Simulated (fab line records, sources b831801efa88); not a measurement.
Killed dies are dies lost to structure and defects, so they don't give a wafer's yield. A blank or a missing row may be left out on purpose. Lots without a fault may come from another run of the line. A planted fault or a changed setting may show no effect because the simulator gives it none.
fab line records | flow gf180mcu
record lots=5 wafers=15 last_day=34
route steps=602 shown STI@21 DNWELL@32 NWELL@42 LVPWELL@54
lots that met no fault: from a run of the same line without faults
start_h: hours from the record's first day to the start of the lot's first wafer shown | wait_h: hours since the lot's step before | " the same as in the row above | L1.1+2: a row that stands for several wafers | - no value, or no start given | * or withheld: withheld | < > ~ a bound
route shown NAME@n: a module of which the file shows steps, and the number in the route of the first | usual: mean/standard deviation of fault-free wafers | same: alike in all rows | chamber/n: place in a boat | sites: the reading at each site | _std_site: their standard deviation | _edge_site: outer sites' mean less inner sites' | radius_mm: how far each site lies from the wafer's centre | mask NAME#n: copy n | behind: the tool/chamber that last shaped the wafer | hold: why the lot was held/for how many hours/how that ended | device: the transistor (n, p or np) that didn't switch | end of line: the same wafers' tests at the end of the route | a step without rows: its recipe alone | killed: dies lost to structure and defects at the first sort, not the wafer's yield | map: a wafer's dies, x killed, . not, _ none there
set.NAME: the setting as run; set.NAME@STEP: as run at that earlier step | model.NAME: the simulator's own value behind a step, which no gauge read
lots at some steps of the route; a table a step, a row a wafer
services: from which hour (start_h, from the record's first day; less than 0 if before it) a tool's chamber was out of use, for how many hours, and why
## steps
# step GF_STI_WET_ETCH_20
# recipe chemistry=dHF dilution=100:1 target_depth_nm=20 temp_c=25 dry=ipa_marangoni target=SiO2 time_s=400
# same time_s=400
# columns lot.wafer tool chamber start_h wait_h
L088.1+2+6 wet_bench-03 2 97.72 0.0
L089.2+4+5 wet_bench-01 1 103.61 0.0
L091.2+4+5 wet_bench-03 3 112.90 0.0
L093.1+3+5 wet_bench-04 1 125.21 0.0
L096.1+4+5 wet_bench-01 3 139.22 0.0
# step GF_STI_OXIDATION_21
# recipe temp_c=1000 ambient=O2 stabilise_s=600 purge_s=300 target_thk_a=150 ox_time_s=458
# usual ox_temp_c_max=1007.4/2.2 spike_tc_centre_C=1001.0/1 tube_center_temp_C_max=1002.6/0.39 zone_power_top_pct=41/3.8
# columns lot.wafer tool chamber start_h wait_h ox_temp_c_max spike_tc_centre_C tube_center_temp_C_max zone_power_top_pct
L088.1 furnace-01 0 100.53 2.6 1008.7 1002.1 1003.3 38
L088.2 " 0 " " 1008.9 1000.7 1002.8 38
L088.6 " 0 " " 1009.5 1000.8 1002.9 38
L089.2 furnace-01 0 105.85 2.1 1008.6 1000.1 1002.7 38
L089.4 " 0 " " 1007.2 1001.5 1002.2 38
L089.5 " 0 " " 1007.1 1001.0 1002.3 38
L091.2 furnace-01 0 114.22 1.2 1009.6 1002.5 1001.9 38
L091.4 " 0 " " 1008.0 1001.9 1002.6 38
L091.5 " 0 " " 1009.8 1000.0 1003.1 38
L093.1 furnace-02 0 126.49 1.2 1004.8 1001.8 1002.4 47
L093.3 " 0 " " 1006.0 1000.6 1002.6 46
L093.5 " 0 " " 1004.8 1002.2 1002.2 46
L096.1 furnace-02 0 139.34 0.0 1005.0 1000.7 1002.5 47
L096.4 " 0 " " 1004.7 1000.4 1003.7 46
L096.5 " 0 " " 1003.3 1000.5 1002.8 46
# step GF_STI_THK_MEAS_22
# recipe reads=SiO2_of_STI_OXIDATION_21
# usual STI_OXIDATION_01_THK=15.01/0.25
# columns lot.wafer tool chamber start_h wait_h STI_OXIDATION_01_THK[nm]
L088.1 film_metro-02 - 101.65 0.0 14.90
L088.2 " - " " 15.09
L088.6 " - " " 15.22
L089.2 film_metro-01 - 106.99 0.0 14.84
L089.4 " - " " 14.74
L089.5 " - " " 14.82
L091.2 film_metro-04 - 115.36 0.0 15.05
L091.4 " - " " 14.76
L091.5 " - " " 14.88
L093.1 film_metro-04 - 127.62 0.0 14.65
L093.3 " - " " 14.41
L093.5 " - " " 14.48
L096.1 film_metro-02 - 140.47 0.0 14.64
L096.4 " - " " 14.99
L096.5 " - " " 14.77
# step GF_STI_CVD_23
# recipe material=SiO2 target_thk_nm=650 sigma_open_frac=0.3 time_s=108.3 temp_c=600 sih4_flow_sccm=60 pressure_mtorr=6
# usual sih4_flow_sccm=59.99/0.17
# same time_s=108.3
# columns lot.wafer tool chamber start_h wait_h sih4_flow_sccm
L088.1 hdpcvd-02 2 101.71 0.1 60.22
L088.2 " 0 " " 60.34
L088.6 " 0 " " 60.10
L089.2 hdpcvd-01 1 107.04 0.0 60.23
L089.4 " 1 " " 60.20
L089.5 " 0 " " 59.79
L091.2 hdpcvd-01 2 115.41 0.0 59.98
L091.4 " 0 " " 60.06
L091.5 " 1 " " 60.05
L093.1 hdpcvd-02 0 127.68 0.1 60.09
L093.3 " 2 " " 60.01
L093.5 " 2 " " 60.17
L096.1 hdpcvd-01 0 140.53 0.1 60.15
L096.4 " 2 " " 59.89
L096.5 " 0 " " 60.27
# step GF_STI_THK_MEAS_24
# recipe reads=SiO2_of_STI_CVD_23
# usual STI_CVD_23_THK=652/7.2
# columns lot.wafer tool chamber start_h wait_h STI_CVD_23_THK[nm]
L088.1 film_metro-01 - 101.79 0.0 644
L088.2 " - " " 659
L088.6 " - " " 650
L089.2 film_metro-04 - 107.13 0.0 641
L089.4 " - " " 639
L089.5 " - " " 650
L091.2 film_metro-02 - 115.50 0.0 655
L091.4 " - " " 650
L091.5 " - " " 646
L093.1 film_metro-01 - 127.75 0.0 659
L093.3 " - " " 646
L093.5 " - " " 653
L096.1 film_metro-04 - 140.60 0.0 653
L096.4 " - " " 661
L096.5 " - " " 652
# step GF_STI_CMP_25
# recipe stop_on=Si3N4 t_overpolish_s=33 down_force_psi=4 platen_rpm=60 target_thk_nm=524.6 pad_velocity_m_s=0.94248
# usual motor_current_A=12.1/1.1 overpolish_run_s=33.001/0.0087 time_to_endpoint_s=125/5.9
# columns lot.wafer tool chamber start_h wait_h motor_current_A overpolish_run_s time_to_endpoint_s
L088.2 cmp-02 2 101.85 0.0 10.8 32.990 128
L088.1 " 3 " " 10.9 33.017 129
L088.6 " 2 " " 11.3 32.995 125
L089.2 cmp-02 0 107.18 0.0 11.3 32.996 116
L089.4 " 2 " " 11.0 32.994 119
L089.5 " 1 " " 12.1 32.998 117
L091.2 cmp-02 2 115.55 0.0 11.2 32.998 121
L091.4 " 3 " " 10.8 32.991 124
L091.5 " 3 " " 10.5 33.001 128
L093.3 cmp-01 1 127.86 0.1 13.9 32.991 120
L093.1 " 3 " " 13.4 33.014 132
L093.5 " 1 " " 13.4 33.004 121
L096.1 cmp-02 1 140.66 0.1 10.9 33.017 123
L096.4 " 0 " " 11.0 33.018 128
L096.5 " 2 " " 11.9 33.026 124
# step GF_STI_WET_ETCH_26
# recipe chemistry=dHF target_depth_nm=94 target=SiO2 temp_c=25 dilution=10:1 time_s=188
# same time_s=188
# columns lot.wafer tool chamber start_h wait_h
L088.1+2+6 wet_bench-04 0 102.15 0.2
L089.2+4+5 wet_bench-03 3 107.48 0.2
L091.2+4+5 wet_bench-04 1 115.85 0.2
L093.1+3+5 wet_bench-04 0 128.11 0.1
L096.1+4+5 wet_bench-04 0 140.96 0.2
# step GF_STI_WET_ETCH_27
# recipe chemistry=H3PO4 target_depth_nm=160 target=Si3N4 temp_c=160 time_s=1825
# same time_s=1825
# columns lot.wafer tool chamber start_h wait_h
L088.1+2+6 wet_bench-03 1 102.27 0.0
L089.2+4+5 wet_bench-01 1 107.54 0.0
L091.2+4+5 wet_bench-01 2 115.97 0.0
L093.1+3+5 wet_bench-01 3 128.17 0.0
L096.1+4+5 wet_bench-03 1 141.02 0.0
# step GF_STI_WET_ETCH_28
# recipe chemistry=dHF target_depth_nm=20 dry=ipa_marangoni target=SiO2 temp_c=25 dilution=10:1 time_s=40
# same time_s=40
# columns lot.wafer tool chamber start_h wait_h
L088.1+2+6 wet_bench-01 2 102.79 0.0
L089.2+4+5 wet_bench-04 0 108.05 0.0
L091.2+4+5 wet_bench-03 1 116.48 0.0
L093.1+3+5 wet_bench-01 2 128.74 0.0
L096.1+4+5 wet_bench-01 3 141.59 0.0
# step GF_STI_OXIDATION_29
# recipe temp_c=900 ambient=O2 stabilise_s=600 purge_s=300 target_thk_a=100 ox_time_s=1418
# usual ox_temp_c_max=906.0/2.1 spike_tc_centre_C=901.2/1.1 tube_center_temp_C_max=902.3/0.37 zone_power_top_pct=35/3.4
# columns lot.wafer tool chamber start_h wait_h ox_temp_c_max spike_tc_centre_C tube_center_temp_C_max zone_power_top_pct
L088.1 furnace-02 0 103.39 0.6 904.7 900.8 902.0 38
L088.2 " 0 " " 904.2 903.0 902.6 38
L088.6 " 0 " " 903.2 901.6 902.9 38
L089.2 furnace-01 0 108.37 0.3 908.0 902.1 902.8 32
L089.4 " 0 " " 907.0 900.9 902.1 31
L089.5 " 0 " " 906.6 902.4 902.9 32
L091.2 furnace-01 0 116.50 0.0 906.1 901.8 902.7 32
L091.4 " 0 " " 909.1 900.9 902.5 32
L091.5 " 0 " " 906.5 900.3 902.1 32
L093.1 furnace-02 0 128.76 0.0 904.0 902.1 902.0 39
L093.3 " 0 " " 904.7 902.2 902.4 38
L093.5 " 0 " " 904.6 900.0 902.9 39
L096.1 furnace-01 0 143.01 1.4 910.3 899.9 902.4 32
L096.4 " 0 " " 908.8 902.7 901.8 32
L096.5 " 0 " " 908.8 900.8 902.0 31
# step GF_STI_THK_MEAS_30
# recipe reads=SiO2_of_STI_OXIDATION_29
# usual STI_OXIDATION_02_THK=10.00/0.19
# columns lot.wafer tool chamber start_h wait_h STI_OXIDATION_02_THK[nm]
L088.1 film_metro-02 - 104.78 0.0 9.71
L088.2 " - " " 9.91
L088.6 " - " " 9.81
L089.2 film_metro-01 - 109.78 0.0 10.01
L089.4 " - " " 9.87
L089.5 " - " " 9.74
L091.2 film_metro-04 - 117.91 0.0 10.06
L091.4 " - " " 10.12
L091.5 " - " " 10.10
L093.1 film_metro-01 - 130.15 0.0 10.07
L093.3 " - " " 10.02
L093.5 " - " " 10.09
L096.1 film_metro-02 - 144.41 0.0 10.13
L096.4 " - " " 10.15
L096.5 " - " " 9.94
# step GF_DNWELL_DEHYDRATE_00
# recipe temp_c=200 time_s=60
# usual heater_power_total_W=160.37/0.12
# same time_s=60
# columns lot.wafer tool chamber start_h wait_h heater_power_total_W
L088.1 litho_track-04 0 110.86 6.1 160.51
L088.2 " 0 " " 160.38
L088.6 " 0 " " 160.29
L089.2 litho_track-04 0 116.33 6.5 160.26
L089.4 " 0 " " 160.27
L089.5 " 0 " " 160.34
L091.2 litho_track-01 0 124.63 6.7 160.39
L091.4 " 0 " " 160.45
L091.5 " 0 " " 160.15
L093.1 litho_track-02 0 137.05 6.9 160.55
L093.3 " 0 " " 160.42
L093.5 " 0 " " 160.37
L096.1 litho_track-01 0 151.10 6.7 160.30
L096.4 " 0 " " 160.39
L096.5 " 0 " " 160.09
# step GF_DNWELL_HMDS_01
# recipe prime_time_s=60 prime_temp_c=120
# columns lot.wafer tool chamber start_h wait_h
L088.1+2+6 litho_track-04 0 111.01 0.1
L089.2+4+5 litho_track-04 0 116.48 0.1
L091.2+4+5 litho_track-01 0 124.78 0.1
L093.1+3+5 litho_track-02 0 137.20 0.1
L096.1+4+5 litho_track-01 0 151.25 0.1
# step GF_DNWELL_COAT_02
# recipe spin_rpm=2000 resist_thk_nm=3000
# columns lot.wafer tool chamber start_h wait_h
L088.1+2+6 litho_track-04 0 111.16 0.1
L089.2+4+5 litho_track-04 0 116.63 0.1
L091.2+4+5 litho_track-01 0 124.93 0.1
L093.1+3+5 litho_track-02 0 137.35 0.1
L096.1+4+5 litho_track-01 0 151.40 0.1
# step GF_DNWELL_SOFTBAKE_03
# recipe temp_c=110 time_s=withheld
# usual heater_power_total_W=65.33/0.14
# columns lot.wafer tool chamber start_h wait_h heater_power_total_W
L088.1 litho_track-04 0 111.31 0.1 65.59
L088.2 " 0 " " 65.13
L088.6 " 0 " " 65.47
L089.2 litho_track-04 0 116.79 0.1 65.13
L089.4 " 0 " " 65.15
L089.5 " 0 " " 65.16
L091.2 litho_track-01 0 125.08 0.1 65.25
L091.4 " 0 " " 65.20
L091.5 " 0 " " 65.43
L093.1 litho_track-02 0 137.50 0.1 65.06
L093.3 " 0 " " 65.23
L093.5 " 0 " " 65.37
L096.1 litho_track-01 0 151.55 0.1 65.38
L096.4 " 0 " " 65.43
L096.5 " 0 " " 65.46
# step GF_DNWELL_EXPOSE_04
# recipe mask_id=DNWELL target_cd_nm=1700 na=0.6 source_shape=conventional sigma_outer=0.6 dose_mj=260
# columns lot.wafer tool chamber start_h wait_h mask
L088.1+2+6 iline_stepper-02 0 - - DNWELL#0
L089.2+4+5 iline_stepper-01 0 - - DNWELL#0
L091.2+4+5 iline_stepper-01 0 - - DNWELL#0
L093.1+3+5 iline_stepper-02 0 - - DNWELL#0
L096.1+4+5 iline_stepper-02 0 - - DNWELL#0
# step GF_DNWELL_PEB_05
# recipe temp_c=115 time_s=withheld
# usual heater_power_total_W=69.35/0.13
# columns lot.wafer tool chamber start_h wait_h heater_power_total_W
L088.1 litho_track-01 0 - - 69.26
L088.2 " 0 " " 69.37
L088.6 " 0 " " 69.39
L089.2 litho_track-01 0 - - 69.25
L089.4 " 0 " " 69.11
L089.5 " 0 " " 69.22
L091.2 litho_track-01 0 - - 69.30
L091.4 " 0 " " 69.15
L091.5 " 0 " " 69.44
L093.1 litho_track-04 0 - - 69.31
L093.3 " 0 " " 69.18
L093.5 " 0 " " 69.30
L096.1 litho_track-04 0 - - 69.41
L096.4 " 0 " " 69.53
L096.5 " 0 " " 69.23
# step GF_DNWELL_DEVELOP_06
# recipe wall_angle_deg=90 develop_time_s=60 dev_temp_c=23
# columns lot.wafer tool chamber start_h wait_h
L088.1+2+6 litho_track-01 0 - -
L089.2+4+5 litho_track-01 0 - -
L091.2+4+5 litho_track-01 0 - -
L093.1+3+5 litho_track-04 0 - -
L096.1+4+5 litho_track-04 0 - -
# step GF_DNWELL_IMPLANT_07
# recipe species=P energy_kev=1500 dose_cm2=1e+13 tilt_deg=0
# columns lot.wafer tool chamber start_h wait_h
L088.1+2+6 implanter-04 0 119.10 -
L089.2+4+5 implanter-02 0 124.28 -
L091.2+4+5 implanter-04 0 133.33 -
L093.1+3+5 implanter-03 0 144.96 -
L096.1+4+5 implanter-04 0 159.36 -
# step GF_DNWELL_STRIP_08
# recipe chemistry=O2/N2 power_w=1400 pressure_mtorr=1500 platen_temp_c=250 o2_flow_sccm=3000 n2_flow_sccm=300 overash_fraction=0.5
# usual drypump_motor_current_A=5.6/0.5 heater_power_w=333/22 oes_product_au=0.722/0.0047 strip_time_to_endpoint_s=37.00/0.1
# same overash_fraction=0.5
# columns lot.wafer tool chamber start_h wait_h drypump_motor_current_A heater_power_w oes_product_au rf_hours_counter_h strip_time_to_endpoint_s
L088.1 plasma_asher-02 1 119.25 0.1 5.7 327 0.721 0 36.98
L088.2 " 0 " " 6.3 293 0.719 0 36.94
L088.6 " 0 " " 6.3 307 0.721 - 36.97
L089.2 plasma_asher-02 1 124.40 0.1 5.7 327 0.726 1 36.91
L089.4 " 1 " " 5.7 326 0.724 - 36.85
L089.5 " 0 " " 6.2 296 0.726 - 36.85
L091.2 plasma_asher-01 1 133.45 0.1 5.4 335 0.720 35 37.08
L091.4 " 1 " " 5.3 338 0.724 - 36.99
L091.5 " 0 " " 6.0 353 0.728 - 37.00
L093.1 plasma_asher-02 0 145.11 0.1 6.3 301 0.723 3 37.15
L093.3 " 0 " " 6.3 303 0.724 - 37.08
L093.5 " 1 " " 5.8 325 0.720 - 37.06
L096.1 plasma_asher-02 0 159.51 0.1 6.3 302 0.716 5 36.96
L096.4 " 0 " " 6.3 302 0.721 - 37.05
L096.5 " 1 " " 5.7 321 0.721 - 36.98
# step GF_DNWELL_TW_MEAS_09
# usual DNWELL_TW=1350/11
# columns lot.wafer tool chamber start_h wait_h DNWELL_TW
L088.1 film_metro-04 - 119.35 0.1 1355
L088.2 " - " " 1355
L088.6 " - " " 1350
L089.2 film_metro-04 - 124.51 0.1 1360
L089.4 " - " " 1362
L089.5 " - " " 1366
L091.2 film_metro-02 - 133.56 0.1 1336
L091.4 " - " " 1339
L091.5 " - " " 1340
L093.1 film_metro-04 - 145.21 0.1 1355
L093.3 " - " " 1358
L093.5 " - " " 1357
L096.1 film_metro-03 - 159.61 0.1 1364
L096.4 " - " " 1364
L096.5 " - " " 1360
# step GF_NWELL_DEHYDRATE_00
# recipe temp_c=200 time_s=60
# usual heater_power_total_W=160.37/0.13
# same time_s=60
# columns lot.wafer tool chamber start_h wait_h heater_power_total_W
L088.1 litho_track-04 0 126.51 7.1 160.37
L088.2 " 0 " " 160.16
L088.6 " 0 " " 160.56
L089.2 litho_track-03 0 131.49 7.0 160.21
L089.4 " 0 " " 160.30
L089.5 " 0 " " 160.34
L091.2 litho_track-02 0 140.63 7.1 160.35
L091.4 " 0 " " 160.52
L091.5 " 0 " " 160.28
L093.1 litho_track-04 0 152.41 7.2 160.19
L093.3 " 0 " " 160.33
L093.5 " 0 " " 160.61
L096.1 litho_track-02 0 167.45 7.8 160.43
L096.4 " 0 " " 160.43
L096.5 " 0 " " 160.40
# step GF_NWELL_HMDS_01
# recipe prime_time_s=60 prime_temp_c=120
# columns lot.wafer tool chamber start_h wait_h
L088.1+2+6 litho_track-04 0 126.66 0.1
L089.2+4+5 litho_track-03 0 131.64 0.1
L091.2+4+5 litho_track-02 0 140.78 0.1
L093.1+3+5 litho_track-04 0 152.56 0.1
L096.1+4+5 litho_track-02 0 167.60 0.1
# step GF_NWELL_COAT_02
# recipe spin_rpm=2000 resist_thk_nm=3000
# columns lot.wafer tool chamber start_h wait_h
L088.1+2+6 litho_track-04 0 126.81 0.1
L089.2+4+5 litho_track-03 0 131.79 0.1
L091.2+4+5 litho_track-02 0 140.93 0.1
L093.1+3+5 litho_track-04 0 152.71 0.1
L096.1+4+5 litho_track-02 0 167.75 0.1
# step GF_NWELL_SOFTBAKE_03
# recipe temp_c=110 time_s=withheld
# usual heater_power_total_W=65.32/0.14
# columns lot.wafer tool chamber start_h wait_h heater_power_total_W
L088.1 litho_track-04 0 126.96 0.1 65.07
L088.2 " 0 " " 65.31
L088.6 " 0 " " 65.19
L089.2 litho_track-03 0 131.95 0.1 65.29
L089.4 " 0 " " 65.43
L089.5 " 0 " " 65.46
L091.2 litho_track-02 0 141.09 0.1 65.28
L091.4 " 0 " " 65.50
L091.5 " 0 " " 65.59
L093.1 litho_track-04 0 152.86 0.1 65.46
L093.3 " 0 " " 65.17
L093.5 " 0 " " 65.24
L096.1 litho_track-02 0 167.90 0.1 65.25
L096.4 " 0 " " 65.54
L096.5 " 0 " " 65.42
# step GF_NWELL_EXPOSE_04
# recipe mask_id=Nwell target_cd_nm=860 na=0.6 source_shape=conventional sigma_outer=0.6 dose_mj=260
# columns lot.wafer tool chamber start_h wait_h mask
L088.1+2+6 iline_stepper-01 0 - - Nwell#0
L089.2+4+5 iline_stepper-01 0 - - Nwell#0
L091.2+4+5 iline_stepper-01 0 - - Nwell#0
L093.1+3+5 iline_stepper-02 0 - - Nwell#0
L096.1+4+5 iline_stepper-01 0 - - Nwell#0
# step GF_NWELL_PEB_05
# recipe temp_c=115 time_s=withheld
# usual heater_power_total_W=69.36/0.12
# columns lot.wafer tool chamber start_h wait_h heater_power_total_W
L088.1 litho_track-04 0 - - 69.19
L088.2 " 0 " " 69.26
L088.6 " 0 " " 69.37
L089.2 litho_track-02 0 - - 69.28
L089.4 " 0 " " 69.40
L089.5 " 0 " " 69.29
L091.2 litho_track-02 0 - - 69.36
L091.4 " 0 " " 69.33
L091.5 " 0 " " 69.50
L093.1 litho_track-03 0 - - 69.44
L093.3 " 0 " " 69.38
L093.5 " 0 " " 69.26
L096.1 litho_track-03 0 - - 69.30
L096.4 " 0 " " 69.49
L096.5 " 0 " " 69.33
# step GF_NWELL_DEVELOP_06
# recipe wall_angle_deg=90 develop_time_s=60 dev_temp_c=23
# columns lot.wafer tool chamber start_h wait_h
L088.1+2+6 litho_track-04 0 - -
L089.2+4+5 litho_track-02 0 - -
L091.2+4+5 litho_track-02 0 - -
L093.1+3+5 litho_track-03 0 - -
L096.1+4+5 litho_track-03 0 - -
# step GF_NWELL_OVL_MEAS_07
# usual NWELL_OVL=-0.1/1.3
# columns lot.wafer tool chamber start_h wait_h NWELL_OVL[nm]
L088.1 overlay-01 - 134.46 - 0.9
L088.2 " - " " 1.3
L088.6 " - " " 0.7
L089.2 overlay-02 - 139.61 - 0.9
L089.4 " - " " 0.8
L089.5 " - " " 1.6
L091.2 overlay-02 - 148.56 - 1.3
L091.4 " - " " -0.9
L091.5 " - " " -1.2
L093.1 overlay-02 - 160.71 - 1.4
L093.3 " - " " 0.6
L093.5 " - " " 0.5
L096.1 overlay-01 - 175.71 - -0.8
L096.4 " - " " 0.2
L096.5 " - " " -1.1
# step GF_NWELL_IMPLANT_08
# recipe species=P energy_kev=450 dose_cm2=1.5e+13 tilt_deg=0
# columns lot.wafer tool chamber start_h wait_h
L088.1+2+6 implanter-02 0 134.49 0.0
L089.2+4+5 implanter-04 0 139.67 0.0
L091.2+4+5 implanter-04 0 148.62 0.0
L093.1+3+5 implanter-02 0 160.75 0.0
L096.1+4+5 implanter-04 0 175.75 0.0
# step GF_NWELL_IMPLANT_09
# recipe species=P energy_kev=160 dose_cm2=4e+12 tilt_deg=0
# columns lot.wafer tool chamber start_h wait_h
L088.1+2+6 implanter-02 0 134.64 0.1
L089.2+4+5 implanter-04 0 139.82 0.1
L091.2+4+5 implanter-04 0 148.77 0.1
L093.1+3+5 implanter-02 0 160.90 0.1
L096.1+4+5 implanter-04 0 175.90 0.1
# step GF_NWELL_STRIP_10
# recipe chemistry=O2/N2 power_w=1400 pressure_mtorr=1500 platen_temp_c=250 o2_flow_sccm=3000 n2_flow_sccm=300 overash_fraction=0.5
# usual drypump_motor_current_A=5.4/0.41 heater_power_w=347/23 oes_product_au=0.723/0.0042 strip_time_to_endpoint_s=36.96/0.09
# same overash_fraction=0.5
# columns lot.wafer tool chamber start_h wait_h drypump_motor_current_A heater_power_w oes_product_au rf_hours_counter_h strip_time_to_endpoint_s
L088.1 plasma_asher-03 0 134.79 0.1 5.8 316 0.722 46 36.93
L088.2 " 1 " " 5.1 376 0.724 46 36.94
L088.6 " 0 " " 5.8 327 0.725 - 36.87
L089.2 plasma_asher-03 0 139.94 0.1 5.7 316 0.723 47 37.07
L089.4 " 0 " " 5.8 324 0.722 - 36.79
L089.5 " 0 " " 5.7 321 0.718 - 36.82
L091.2 plasma_asher-03 0 148.89 0.1 5.7 320 0.715 48 36.90
L091.4 " 0 " " 5.8 315 0.719 - 36.92
L091.5 " 0 " " 5.7 320 0.727 - 36.94
L093.1 plasma_asher-01 0 161.05 0.1 6.0 357 0.720 37 36.98
L093.3 " 1 " " 5.4 347 0.721 - 37.00
L093.5 " 0 " " 6.0 355 0.724 - 37.01
L096.1 plasma_asher-04 1 176.05 0.1 4.7 328 0.715 52 36.93
L096.4 " 1 " " 4.7 316 0.722 - 36.91
L096.5 " 1 " " 4.8 328 0.725 - 36.95
# step GF_NWELL_TW_MEAS_11
# usual NWELL_TW=1566/19
# columns lot.wafer tool chamber start_h wait_h NWELL_TW
L088.1 film_metro-01 - 134.89 0.1 1556
L088.2 " - " " 1546
L088.6 " - " " 1550
L089.2 film_metro-03 - 140.05 0.1 1584
L089.4 " - " " 1585
L089.5 " - " " 1584
L091.2 film_metro-04 - 149.00 0.1 1581
L091.4 " - " " 1584
L091.5 " - " " 1581
L093.1 film_metro-03 - 161.15 0.1 1572
L093.3 " - " " 1570
L093.5 " - " " 1570
L096.1 film_metro-04 - 176.15 0.1 1590
L096.4 " - " " 1591
L096.5 " - " " 1590
# step GF_LVPWELL_DEHYDRATE_00
# recipe temp_c=200 time_s=60
# usual heater_power_total_W=160.37/0.13
# same time_s=60
# columns lot.wafer tool chamber start_h wait_h heater_power_total_W
L088.1 litho_track-03 0 142.21 7.3 160.61
L088.2 " 0 " " 160.55
L088.6 " 0 " " 160.32
L089.2 litho_track-01 0 146.93 6.9 160.48
L089.4 " 0 " " 160.44
L089.5 " 0 " " 160.23
L091.2 litho_track-04 0 156.28 7.3 160.32
L091.4 " 0 " " 160.31
L091.5 " 0 " " 160.31
L093.1 litho_track-01 0 169.05 7.9 160.42
L093.3 " 0 " " 160.26
L093.5 " 0 " " 160.37
L096.1 litho_track-01 0 183.45 7.3 160.36
L096.4 " 0 " " 160.42
L096.5 " 0 " " 160.37
# step GF_LVPWELL_HMDS_01
# recipe prime_time_s=60 prime_temp_c=120
# columns lot.wafer tool chamber start_h wait_h
L088.1+2+6 litho_track-03 0 142.36 0.1
L089.2+4+5 litho_track-01 0 147.08 0.1
L091.2+4+5 litho_track-04 0 156.43 0.1
L093.1+3+5 litho_track-01 0 169.20 0.1
L096.1+4+5 litho_track-01 0 183.60 0.1
# step GF_LVPWELL_COAT_02
# recipe spin_rpm=2000 resist_thk_nm=3000
# columns lot.wafer tool chamber start_h wait_h
L088.1+2+6 litho_track-03 0 142.51 0.1
L089.2+4+5 litho_track-01 0 147.23 0.1
L091.2+4+5 litho_track-04 0 156.58 0.1
L093.1+3+5 litho_track-01 0 169.35 0.1
L096.1+4+5 litho_track-01 0 183.75 0.1
# step GF_LVPWELL_SOFTBAKE_03
# recipe temp_c=110 time_s=withheld
# usual heater_power_total_W=65.30/0.14
# columns lot.wafer tool chamber start_h wait_h heater_power_total_W
L088.1 litho_track-03 0 142.66 0.1 65.60
L088.2 " 0 " " 65.11
L088.6 " 0 " " 65.35
L089.2 litho_track-01 0 147.38 0.1 65.13
L089.4 " 0 " " 65.12
L089.5 " 0 " " 65.40
L091.2 litho_track-04 0 156.74 0.1 65.22
L091.4 " 0 " " 65.45
L091.5 " 0 " " 65.47
L093.1 litho_track-01 0 169.50 0.1 65.33
L093.3 " 0 " " 65.27
L093.5 " 0 " " 65.31
L096.1 litho_track-01 0 183.90 0.1 65.38
L096.4 " 0 " " 65.55
L096.5 " 0 " " 65.31
# step GF_LVPWELL_EXPOSE_04
# recipe mask_id=LVPWELL target_cd_nm=600 na=0.6 source_shape=conventional sigma_outer=0.6 dose_mj=260
# columns lot.wafer tool chamber start_h wait_h mask
L088.1+2+6 iline_stepper-01 0 - - LVPWELL#0
L089.2+4+5 iline_stepper-01 0 - - LVPWELL#0
L091.2+4+5 iline_stepper-02 0 - - LVPWELL#0
L093.1+3+5 iline_stepper-02 0 - - LVPWELL#0
L096.1+4+5 iline_stepper-01 0 - - LVPWELL#0
# step GF_LVPWELL_PEB_05
# recipe temp_c=115 time_s=withheld
# usual heater_power_total_W=69.34/0.13
# columns lot.wafer tool chamber start_h wait_h heater_power_total_W
L088.1 litho_track-04 0 - - 69.45
L088.2 " 0 " " 69.29
L088.6 " 0 " " 69.49
L089.2 litho_track-01 0 - - 69.20
L089.4 " 0 " " 69.43
L089.5 " 0 " " 69.49
L091.2 litho_track-01 0 - - 69.24
L091.4 " 0 " " 69.28
L091.5 " 0 " " 69.27
L093.1 litho_track-01 0 - - 69.21
L093.3 " 0 " " 69.27
L093.5 " 0 " " 69.51
L096.1 litho_track-01 0 - - 69.34
L096.4 " 0 " " 69.11
L096.5 " 0 " " 69.12
# step GF_LVPWELL_DEVELOP_06
# recipe wall_angle_deg=90 develop_time_s=60 dev_temp_c=23
# columns lot.wafer tool chamber start_h wait_h
L088.1+2+6 litho_track-04 0 - -
L089.2+4+5 litho_track-01 0 - -
L091.2+4+5 litho_track-01 0 - -
L093.1+3+5 litho_track-01 0 - -
L096.1+4+5 litho_track-01 0 - -
# step GF_LVPWELL_OVL_MEAS_07
# usual LVPWELL_OVL=-0.4/1.2
# columns lot.wafer tool chamber start_h wait_h LVPWELL_OVL[nm]
L088.1 overlay-01 - 150.11 - 0.6
L088.2 " - " " -0.1
L088.6 " - " " -0.1
L089.2 overlay-02 - 155.11 - -1.4
L089.4 " - " " -0.1
L089.5 " - " " -0.9
L091.2 overlay-02 - 164.51 - 0.1
L091.4 " - " " 0.4
L091.5 " - " " -1.1
L093.1 overlay-01 - 176.75 - -0.9
L093.3 " - " " -1.0
L093.5 " - " " -0.8
L096.1 overlay-01 - 192.70 - -0.9
L096.4 " - " " -1.4
L096.5 " - " " -0.4
# step GF_LVPWELL_IMPLANT_08
# recipe species=B energy_kev=170 dose_cm2=1.5e+13 tilt_deg=0
# columns lot.wafer tool chamber start_h wait_h
L088.1+2+6 implanter-01 0 150.14 0.0
L089.2+4+5 implanter-03 0 155.16 0.0
L091.2+4+5 implanter-04 0 164.56 0.0
L093.1+3+5 implanter-04 0 176.79 0.0
L096.1+4+5 implanter-03 0 192.74 0.0
# step GF_LVPWELL_IMPLANT_09
# recipe species=B energy_kev=60 dose_cm2=5e+12 tilt_deg=0
# columns lot.wafer tool chamber start_h wait_h
L088.1+2+6 implanter-01 0 150.29 0.1
L089.2+4+5 implanter-03 0 155.31 0.1
L091.2+4+5 implanter-04 0 164.71 0.1
L093.1+3+5 implanter-04 0 176.94 0.1
L096.1+4+5 implanter-03 0 192.89 0.1
## services
# columns tool chamber start_h hours kind
cmp-02 - 74.04 - consumable_replace:conditioner
cmp-02 - 74.04 - consumable_replace:pad
furnace-01 - 75.86 2.9 pm
plasma_asher-02 - 88.49 3.8 repair
furnace-01 - 94.72 2.9 pm
hdpcvd-02 - 97.05 2.8 pm
furnace-02 - 97.96 2.6 pm
cmp-01 - 98.56 4.0 pm
plasma_asher-02 - 108.75 9.0 pm
plasma_asher-02 0 108.75 9.0 vent_cycle
iline_stepper-02 - 113.22 12.0 repair
cmp-01 - 123.02 0.2 repair
iline_stepper-02 - 125.25 1.7 pm
cmp-02 - 125.28 9.6 repair
plasma_asher-01 - 138.61 9.0 repair
plasma_asher-01 - 151.24 4.3 pm
implanter-02 - 151.78 2.6 repair
cmp-02 - 155.08 1.0 repair
plasma_asher-04 - 161.04 0.3 repair
implanter-02 - 182.47 19.2 repair
cmp-01 - 185.56 15.8 repair
plasma_asher-03 - 190.85 2.9 repair
plasma_asher-01 - 191.08 2.8 pm
wet_bench-01 - 192.18 41.2 pm
## key
fault none
